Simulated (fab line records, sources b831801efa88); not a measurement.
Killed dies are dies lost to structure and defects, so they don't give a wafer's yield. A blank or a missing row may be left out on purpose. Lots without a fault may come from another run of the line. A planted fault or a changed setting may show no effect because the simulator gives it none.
fab line records | flow sky130
record lots=5 wafers=23
route steps=708 shown VT_ADJUST_HVTR@135 VT_ADJUST_PCH@151 SONOS_TUNNEL@163 SONOS_ONO@168 GATE_OXIDE@198 POLY_GATE@204
start_h: hours from the record's first day to the start of the lot's first wafer shown | wait_h: hours since the lot's step before | " the same as in the row above | L1.1+2: a row that stands for several wafers | - no value, or no start given | * or withheld: withheld | < > ~ a bound
route shown NAME@n: a module of which the file shows steps, and the number in the route of the first | usual: mean/standard deviation of fault-free wafers | same: alike in all rows | chamber/n: place in a boat | sites: the reading at each site | _std_site: their standard deviation | _edge_site: outer sites' mean less inner sites' | radius_mm: how far each site lies from the wafer's centre | mask NAME#n: copy n | behind: the tool/chamber that last shaped the wafer | hold: why the lot was held/for how many hours/how that ended | device: the transistor (n, p or np) that didn't switch | end of line: the same wafers' tests at the end of the route | a step without rows: its recipe alone | killed: dies lost to structure and defects at the first sort, not the wafer's yield | map: a wafer's dies, x killed, . not, _ none there
set.NAME: the setting as run; set.NAME@STEP: as run at that earlier step | model.NAME: the simulator's own value behind a step, which no gauge read
lots whose settings were changed on purpose; a table a step, a row a wafer
## steps
# step SKY_VT_ADJUST_HVTR_EXPOSE_04
# recipe mask_id=HVTRM target_cd_nm=380 na=0.6 source_shape=conventional sigma_outer=0.6 dose_mj=150
# columns lot.wafer tool chamber start_h wait_h mask set.dose_mj
L077.1+4+6 iline_stepper-01 0 - - HVTRM#0 150
L078.1+2+6 iline_stepper-01 0 - - HVTRM#0 150
L078.4+5 " 0 " " HVTRM#0 152.9
L081.1+2+5 iline_stepper-01 0 - - HVTRM#0 159.2
L081.3+4 " 0 " " HVTRM#0 150
L082.2+3+4+5+6 iline_stepper-02 0 - - HVTRM#0 150
L083.1+3+5 iline_stepper-01 0 - - HVTRM#0 150
L083.4+6 " 0 " " HVTRM#0 144.3
# step SKY_VT_ADJUST_HVTR_PEB_05
# recipe temp_c=withheld time_s=* resist=NOVOLAK
# step SKY_VT_ADJUST_HVTR_DEVELOP_06
# recipe develop_time_s=60 dev_temp_c=23
# step SKY_VT_ADJUST_HVTR_CD_MEAS_07
# recipe target_cd_nm=380
# usual cd_nm=379.5/2.5
# columns lot.wafer tool chamber start_h wait_h set.dose_mj@VT_ADJUST_HVTR_EXPOSE_04 cd_nm
L077.1 cd_sem-01 - 227.50 0.1 150 378.8
L077.4 " - " " 150 380.2
L077.6 " - " " 150 380.5
L078.1 cd_sem-01 - 234.05 0.1 150 379.9
L078.2 " - " " 150 378.0
L078.4 " - " " 152.9 385.7
L078.5 " - " " 152.9 384.9
L078.6 " - " " 150 381.4
L081.1 cd_sem-01 - 259.12 0.1 159.2 398.6
L081.2 " - " " 159.2 395.3
L081.3 " - " " 150 377.2
L081.4 " - " " 150 376.5
L081.5 " - " " 159.2 398.4
L082.2 cd_sem-02 - 267.27 0.1 150 385.9
L082.3 " - " " 150 384.8
L082.4 " - " " 150 384.9
L082.5 " - " " 150 382.1
L082.6 " - " " 150 384.9
L083.1 cd_sem-01 - 273.07 0.1 150 380.0
L083.3 " - " " 150 382.4
L083.4 " - " " 144.3 369.6
L083.5 " - " " 150 379.0
L083.6 " - " " 144.3 367.0
# step SKY_VT_ADJUST_PCH_IMPLANT_08
# recipe species=B energy_kev=10 dose_cm2=5e+11 tilt_deg=withheld
# columns lot.wafer tool chamber start_h wait_h set.dose_cm2
L077.1+4+6 implanter-03 0 249.46 0.0 5e+11
L078.1+6 implanter-03 0 256.97 0.0 5.373e+11
L078.2+4+5 " 0 " " 5e+11
L081.1+5 implanter-03 0 283.52 0.0 4.87e+11
L081.2+3+4 " 0 " " 5e+11
L082.2+4 implanter-03 0 292.78 0.0 5e+11
L082.3+5+6 " 0 " " 5.339e+11
L083.1+4+6 implanter-02 0 297.67 0.0 5e+11
L083.3+5 " 0 " " 5.122e+11
# step SKY_VT_ADJUST_PCH_STRIP_09
# recipe chemistry=O2/N2 power_w=1400 pressure_mtorr=1500 platen_temp_c=withheld o2_flow_sccm=3000 n2_flow_sccm=300 overash_fraction=0.5
# step SKY_VT_ADJUST_PCH_TW_MEAS_10
# usual VT_ADJUST_PCH_TW=142.5/0.57
# columns lot.wafer tool chamber start_h wait_h set.dose_cm2@VT_ADJUST_PCH_IMPLANT_08 VT_ADJUST_PCH_TW
L077.1 film_metro-02 - 249.71 0.1 5e+11 141.9
L077.4 " - " " 5e+11 142.4
L077.6 " - " " 5e+11 142.3
L078.1 film_metro-03 - 257.23 0.1 5.373e+11 145.3
L078.2 " - " " 5e+11 142.2
L078.4 " - " " 5e+11 142.5
L078.5 " - " " 5e+11 142.5
L078.6 " - " " 5.373e+11 145.9
L081.1 film_metro-03 - 283.77 0.1 4.87e+11 142.2
L081.2 " - " " 5e+11 142.5
L081.3 " - " " 5e+11 142.2
L081.4 " - " " 5e+11 141.8
L081.5 " - " " 4.87e+11 142.2
L082.2 film_metro-02 - 293.02 0.1 5e+11 142.9
L082.3 " - " " 5.339e+11 145.6
L082.4 " - " " 5e+11 142.3
L082.5 " - " " 5.339e+11 145.1
L082.6 " - " " 5.339e+11 145.1
L083.1 film_metro-03 - 297.92 0.1 5e+11 142.6
L083.3 " - " " 5.122e+11 143.2
L083.4 " - " " 5e+11 142.2
L083.5 " - " " 5.122e+11 143.1
L083.6 " - " " 5e+11 142.4
# step SKY_SONOS_TUNNEL_IMPLANT_09
# recipe species=B energy_kev=20 dose_cm2=1e+12 tilt_deg=withheld
# columns lot.wafer tool chamber start_h wait_h set.energy_kev model.implant.drp_nm
L077.1+4+6 implanter-03 0 273.24 0.0 20 28.34
L078.1+2+4+5+6 implanter-01 0 281.13 0.0 20 28.34
L081.1+2 implanter-03 0 308.51 0.0 20.44 28.8
L081.3+4+5 " 0 " " 20 28.34
L082.2+3+6 implanter-01 0 318.78 0.0 20 28.34
L082.4+5 " 0 " " 20.41 28.77
L083.1+3+4+5+6 implanter-01 0 324.01 0.0 20 28.34
# step SKY_SONOS_ONO_OXIDATION_00
# recipe temp_c=800 ambient=O2 idle_temp_c=700 ramp_up_c_per_min=10 ramp_down_c_per_min=3 stabilise_s=600 purge_s=300 target_thk_a=26 ox_time_s=1249
# columns lot.wafer tool chamber start_h wait_h set.ox_time_s model.SiO2_of_SONOS_ONO_OXIDATION_00.thk_nm
L077.1 furnace-02 0 273.78 0.0 1249 2.663
L077.4 " 0 " " 1249 2.652
L077.6 " 0 " " 1249 2.665
L078.1 - - - 0.0 1129 2.371
L078.2 " - " " 1129 2.407
L078.4 " - " " 1129 2.42
L078.5 " - " " 1129 2.406
L078.6 " - " " 1129 2.432
L081.1 - - - 1.0 1249 2.532
L081.2 " - " " 1249 2.506
L081.3 " - " " 1249 2.558
L081.4 " - " " 1249 2.566
L081.5 " - " " 1249 2.549
L082.2 - - - 0.3 1130 2.339
L082.3 " - " " 1130 2.376
L082.4+5 " - " " 1130 2.378
L082.6 " - " " 1130 2.316
L083.1 - - - 0.0 1305 2.771
L083.3 " - " " 1305 2.745
L083.4 " - " " 1305 2.791
L083.5 " - " " 1305 2.763
L083.6 " - " " 1305 2.742
# step SKY_SONOS_ONO_THK_MEAS_01
# recipe reads=SiO2_of_SONOS_ONO_OXIDATION_00
# usual SONOS_ONO_OXIDATION_THK=2.62/0.058
# columns lot.wafer tool chamber start_h wait_h set.ox_time_s@SONOS_ONO_OXIDATION_00 SONOS_ONO_OXIDATION_THK[nm]
L077.1 film_metro-04 - 275.12 0.0 1249 2.69
L077.4 " - " " 1249 2.66
L077.6 " - " " 1249 2.65
L078.1 film_metro-01 - - - 1129 2.31
L078.2 " - " " 1129 2.39
L078.4 " - " " 1129 2.43
L078.5 " - " " 1129 2.38
L078.6 " - " " 1129 2.35
L081.1 film_metro-04 - - - 1249 2.61
L081.2 " - " " 1249 2.48
L081.3 " - " " 1249 2.51
L081.4 " - " " 1249 2.58
L081.5 " - " " 1249 2.57
L082.2 film_metro-03 - - - 1130 2.34
L082.3 " - " " 1130 2.36
L082.4 " - " " 1130 2.34
L082.5 " - " " 1130 2.36
L082.6 " - " " 1130 2.34
L083.1 film_metro-01 - - - 1305 2.71
L083.3 " - " " 1305 2.78
L083.4 " - " " 1305 2.80
L083.5 " - " " 1305 2.79
L083.6 " - " " 1305 2.79
# step SKY_SONOS_ONO_DEVELOP_12
# recipe develop_time_s=60 dev_temp_c=23
# columns lot.wafer tool chamber start_h wait_h set.dev_temp_c
L077.1+4+6 litho_track-03 0 301.97 0.1 23
L078.1+2+4+5+6 litho_track-03 0 312.37 0.1 23
L081.1+4 litho_track-03 0 339.22 0.1 20.67
L081.2+3+5 " 0 " " 23
L082.2+3 litho_track-02 0 349.78 0.1 25.62
L082.4+5+6 " 0 " " 23
L083.1+3+4+5+6 litho_track-02 0 356.30 0.1 23
# step SKY_SONOS_ONO_CD_MEAS_13
# recipe target_cd_nm=410
# usual cd_nm=409.8/2.3
# columns lot.wafer tool chamber start_h wait_h set.dev_temp_c@SONOS_ONO_DEVELOP_12 cd_nm
L077.1 cd_sem-01 - 302.12 0.1 23 406.2
L077.4 " - " " 23 406.1
L077.6 " - " " 23 405.7
L078.1 cd_sem-01 - 312.52 0.1 23 407.4
L078.2 " - " " 23 409.9
L078.4 " - " " 23 410.0
L078.5 " - " " 23 410.9
L078.6 " - " " 23 408.7
L081.1 cd_sem-01 - 339.37 0.1 20.67 405.0
L081.2 " - " " 23 410.8
L081.3 " - " " 23 410.7
L081.4 " - " " 20.67 406.1
L081.5 " - " " 23 410.2
L082.2 cd_sem-01 - 349.92 0.1 25.62 420.2
L082.3 " - " " 25.62 417.8
L082.4 " - " " 23 412.7
L082.5 " - " " 23 409.4
L082.6 " - " " 23 409.7
L083.1 cd_sem-01 - 356.45 0.1 23 408.6
L083.3 " - " " 23 408.6
L083.4 " - " " 23 407.8
L083.5 " - " " 23 407.1
L083.6 " - " " 23 410.4
# step SKY_SONOS_ONO_ETCH_15
# recipe target_depth_nm=19.52 chemistry=CHF3/O2 source_w=600 bias_w=200 pressure_mtorr=40 chf3_flow_sccm=50 O2_flow_sccm=5 time_s=7.8
# columns lot.wafer tool chamber start_h wait_h set.dev_temp_c@SONOS_ONO_DEVELOP_12 model.SONOS_ONO.cd_nm
L077.1 rie_diel-04 3 302.28 0.0 23 406.1
L077.4 " 1 " " 23 406.2
L077.6 " 1 " " 23 405.8
L078.1 rie_diel-02 2 312.68 0.0 23 407.7
L078.2 " 0 " " 23 409.6
L078.4 " 1 " " 23 409.8
L078.5 " 3 " " 23 410.9
L078.6 " 2 " " 23 408.6
L081.1 rie_diel-02 1 339.53 0.0 20.67 404.9
L081.2 " 2 " " 23 411.2
L081.3 " 3 " " 23 410.9
L081.4 " 0 " " 20.67 406.1
L081.5 " 1 " " 23 410.3
L082.2 rie_diel-04 3 350.06 0.0 25.62 420.4
L082.3 " 0 " " 25.62 417.6
L082.4 " 1 " " 23 412.8
L082.5 " 2 " " 23 409.5
L082.6 " 1 " " 23 409.7
L083.1 rie_diel-04 1 356.61 0.0 23 408.9
L083.3 " 0 " " 23 408.5
L083.4 " 2 " " 23 408
L083.5 " 2 " " 23 407.1
L083.6 " 1 " " 23 410.1
# step SKY_GATE_OXIDE_IMPLANT_11
# recipe species=B energy_kev=10 dose_cm2=2.6e+12 tilt_deg=withheld
# columns lot.wafer tool chamber start_h wait_h set.dose_cm2
L077.1+4+6 implanter-01 0 329.71 0.0 2.6e+12
L078.1+4 implanter-02 0 340.31 0.0 2.6e+12
L078.2+5+6 " 0 " " 2.418e+12
L081.1+3+4 implanter-01 0 369.69 0.0 2.6e+12
L081.2+5 " 0 " " 2.652e+12
L082.2+3+4+5+6 implanter-01 0 381.76 0.0 2.6e+12
L083.1+3 implanter-04 0 386.76 0.0 2.475e+12
L083.4+5+6 " 0 " " 2.6e+12
# step SKY_GATE_OXIDE_WET_ETCH_12
# recipe chemistry=dHF target_depth_nm=16.8 dry=n2_spin target=SiO2 dilution=100:1 temp_c=25 time_s=336
# step SKY_GATE_OXIDE_STRIP_13
# recipe chemistry=O2/N2 power_w=1400 pressure_mtorr=1500 platen_temp_c=withheld o2_flow_sccm=3000 n2_flow_sccm=300 overash_fraction=0.5
# step SKY_GATE_OXIDE_TW_MEAS_14
# usual GATE_OXIDE_TW=222.7/1.4
# columns lot.wafer tool chamber start_h wait_h set.dose_cm2@GATE_OXIDE_IMPLANT_11 GATE_OXIDE_TW
L077.1 film_metro-01 - 330.10 0.1 2.6e+12 223.4
L077.4 " - " " 2.6e+12 223.8
L077.6 " - " " 2.6e+12 222.5
L078.1 film_metro-01 - 340.66 0.1 2.6e+12 223.9
L078.2 " - " " 2.418e+12 218.9
L078.4 " - " " 2.6e+12 224.3
L078.5 " - " " 2.418e+12 219.8
L078.6 " - " " 2.418e+12 218.4
L081.1 film_metro-02 - 370.04 0.1 2.6e+12 222.2
L081.2 " - " " 2.652e+12 223.6
L081.3 " - " " 2.6e+12 223.6
L081.4 " - " " 2.6e+12 223.1
L081.5 " - " " 2.652e+12 223.6
L082.2 film_metro-02 - 382.11 0.1 2.6e+12 222.4
L082.3 " - " " 2.6e+12 223.1
L082.4 " - " " 2.6e+12 222.7
L082.5 " - " " 2.6e+12 222.0
L082.6 " - " " 2.6e+12 221.2
L083.1 film_metro-02 - 387.11 0.1 2.475e+12 221.2
L083.3 " - " " 2.475e+12 220.5
L083.4 " - " " 2.6e+12 223.1
L083.5 " - " " 2.6e+12 223.9
L083.6 " - " " 2.6e+12 223.1
# step SKY_POLY_GATE_CVD_00
# recipe material=poly-Si target_thk_nm=180 temp_c=620 time_s=720 pressure_mtorr=200
# columns lot.wafer tool chamber start_h wait_h set.pressure_mtorr model.poly-Si_of_POLY_GATE_CVD_00.thk_nm
L077.1 lpcvd-01 1 333.64 0.0 200 179.3
L077.4 " 1 " " 200 178.1
L077.6 " 1 " " 200 178.2
L078.1+5 - - - 0.0 178 167.4
L078.2 " - " " 178 168.7
L078.4 " - " " 178 166.9
L078.6 " - " " 178 166
L081.1 - - - 4.3 221 186.4
L081.2 " - " " 221 185.4
L081.3 " - " " 221 186.9
L081.4 " - " " 221 186.3
L081.5 " - " " 221 187.8
L082.2 - - - 0.0 215.1 183.6
L082.3 " - " " 215.1 184.9
L082.4 " - " " 215.1 184.2
L082.5 " - " " 215.1 184.5
L082.6 " - " " 215.1 185
L083.1 - - - 0.0 213.1 185.4
L083.3 " - " " 213.1 183.1
L083.4 " - " " 213.1 183.7
L083.5+6 " - " " 213.1 183.6
# step SKY_POLY_GATE_THK_MEAS_01
# recipe reads=poly-Si_of_POLY_GATE_CVD_00
# usual POLY_GATE_CVD_00_THK=178.3/1
# columns lot.wafer tool chamber start_h wait_h set.pressure_mtorr@POLY_GATE_CVD_00 POLY_GATE_CVD_00_THK[nm]
L077.1 film_metro-01 - 335.44 0.0 200 179.3
L077.4 " - " " 200 178.1
L077.6 " - " " 200 178.2
L078.1 film_metro-01 - - - 178 167.4
L078.2 " - " " 178 168.6
L078.4 " - " " 178 167.0
L078.5 " - " " 178 167.5
L078.6 " - " " 178 166.1
L081.1 film_metro-02 - - - 221 186.5
L081.2 " - " " 221 185.5
L081.3 " - " " 221 186.8
L081.4 " - " " 221 186.4
L081.5 " - " " 221 187.7
L082.2 film_metro-03 - - - 215.1 183.9
L082.3 " - " " 215.1 185.0
L082.4 " - " " 215.1 184.0
L082.5 " - " " 215.1 184.5
L082.6 " - " " 215.1 185.0
L083.1 film_metro-01 - - - 213.1 185.4
L083.3 " - " " 213.1 183.4
L083.4 " - " " 213.1 183.7
L083.5 " - " " 213.1 183.6
L083.6 " - " " 213.1 183.6
# step SKY_POLY_GATE_COAT_08
# recipe resist=KrF-thick spin_rpm=3000 resist_thk_nm=450
# columns lot.wafer tool chamber start_h wait_h set.resist_thk_nm model.KrF-thick_of_POLY_GATE_COAT_08.thk_nm
L077.1 litho_track-04 0 - - 450 448.4
L077.4 " 0 " " 450 449
L077.6 " 0 " " 450 449.2
L078.1 litho_track-04 0 - - 450 449.4
L078.2 " 0 " " 450 449.7
L078.4 " 0 " " 450 449.8
L078.5 " 0 " " 450 449
L078.6 " 0 " " 450 449.6
L081.1 litho_track-02 0 - - 450 452.1
L081.2 " 0 " " 450 452
L081.3 " 0 " " 450 450.8
L081.4 " 0 " " 450 451.6
L081.5 " 0 " " 450 451.9
L082.2+4 litho_track-04 0 - - 450 448.8
L082.3 " 0 " " 450 448
L082.5 " 0 " " 464.6 464.9
L082.6 " 0 " " 464.6 462.9
L083.1 litho_track-04 0 - - 450 449.3
L083.3+4 " 0 " " 431.4 430.9
L083.5 " 0 " " 450 450.4
L083.6 " 0 " " 431.4 432.2
## key
split step=SKY_VT_ADJUST_HVTR_EXPOSE_04 setting=dose_mj stated=150 by=wafer
response step=SKY_VT_ADJUST_HVTR_CD_MEAS_07 reading=cd_nm change=+3.28 per=1% r=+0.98
split step=SKY_VT_ADJUST_PCH_IMPLANT_08 setting=dose_cm2 stated=5e+11 by=wafer
response step=SKY_VT_ADJUST_PCH_TW_MEAS_10 reading=VT_ADJUST_PCH_TW change=+0.384 per=1% r=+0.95
split step=SKY_SONOS_TUNNEL_IMPLANT_09 setting=energy_kev stated=20 by=wafer
response step=SKY_SONOS_TUNNEL_IMPLANT_09 reading=model.implant.drp_nm change=+0.209 per=1% r=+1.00
split step=SKY_SONOS_ONO_OXIDATION_00 setting=ox_time_s stated=1249 by=lot
response step=SKY_SONOS_ONO_OXIDATION_00 reading=model.SiO2_of_SONOS_ONO_OXIDATION_00.thk_nm change=+0.0253 per=1% r=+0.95
response step=SKY_SONOS_ONO_THK_MEAS_01 reading=SONOS_ONO_OXIDATION_THK change=+0.0278 per=1% r=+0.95
split step=SKY_SONOS_ONO_DEVELOP_12 setting=dev_temp_c stated=23 by=wafer
response step=SKY_SONOS_ONO_CD_MEAS_13 reading=cd_nm change=+0.63 per=1% r=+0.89
response step=SKY_SONOS_ONO_ETCH_15 reading=model.SONOS_ONO.cd_nm change=+0.642 per=1% r=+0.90
split step=SKY_GATE_OXIDE_IMPLANT_11 setting=dose_cm2 stated=2.6e+12 by=wafer
response step=SKY_GATE_OXIDE_TW_MEAS_14 reading=GATE_OXIDE_TW change=+0.641 per=1% r=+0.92
split step=SKY_POLY_GATE_CVD_00 setting=pressure_mtorr stated=200 by=lot
response step=SKY_POLY_GATE_CVD_00 reading=model.poly-Si_of_POLY_GATE_CVD_00.thk_nm change=+0.907 per=1% r=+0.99
response step=SKY_POLY_GATE_THK_MEAS_01 reading=POLY_GATE_CVD_00_THK change=+0.906 per=1% r=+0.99
split step=SKY_POLY_GATE_COAT_08 setting=resist_thk_nm stated=450 by=wafer
response step=SKY_POLY_GATE_COAT_08 reading=model.KrF-thick_of_POLY_GATE_COAT_08.thk_nm change=+4.57 per=1% r=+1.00
